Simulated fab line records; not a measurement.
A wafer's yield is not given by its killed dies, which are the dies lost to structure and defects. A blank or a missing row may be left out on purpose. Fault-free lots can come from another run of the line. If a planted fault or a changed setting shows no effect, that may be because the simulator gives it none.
Which tool was responsible?    flow gf180mcu    route of 602 steps, sampled at 1 step: 12 lots, 36 wafers

== WHAT THE GAUGES SHOWED, per wafer ==
GF_STI_BOW_MEAS_00.
lot   measured     on             INCOMING_BOW (um)
L075  day 1 15:05  film metro-02  -7 -9 4
L077  day 2 01:02  film metro-02  11 -5 -5
L079  day 2 11:00  film metro-01  -10 10 2
L081  day 2 21:01  film metro-04  2 2 -1
L083  day 3 07:00  film metro-04  -17 -9 11
L085  day 3 17:00  film metro-01  -5 1 -6
L087  day 4 03:00  film metro-02  4 -7 -8
L089  day 4 13:00  film metro-04  7 2 5
L091  day 4 23:02  film metro-01  -13 10 8
L093  day 5 09:00  film metro-02  8 2 -5
L095  day 5 19:00  film metro-01  -12 -7 8
L097  day 6 05:01  film metro-01  -6 8 4

== TOOL THAT RAN EACH LOT (tool first, then ch and the chambers of the sampled wafers, then the start) ==
The record shows no process step preceding these readings.

== THE ANSWER, worked out from the rows above alone ==
Rule: the usual values come from the lots themselves. The widest of any qualifying gaps counts: lots, ordered by their means at a reading, are off when they make up no more than a third of the lots, leave a main group of 4 or more, and stand apart from it by 3 or more times the standard deviation of that group's means. The tables above print the reading to a certain number of digits; a main group whose means all agree to those digits is not used. A lot without any number at a reading at which 4 lots or more have one is off too. Any other lot the step has rows for is counted as sound.
No lot is off at any reading shown: from this, nothing can be told.

== WHAT THE SIMULATOR HAD INSERTED ==
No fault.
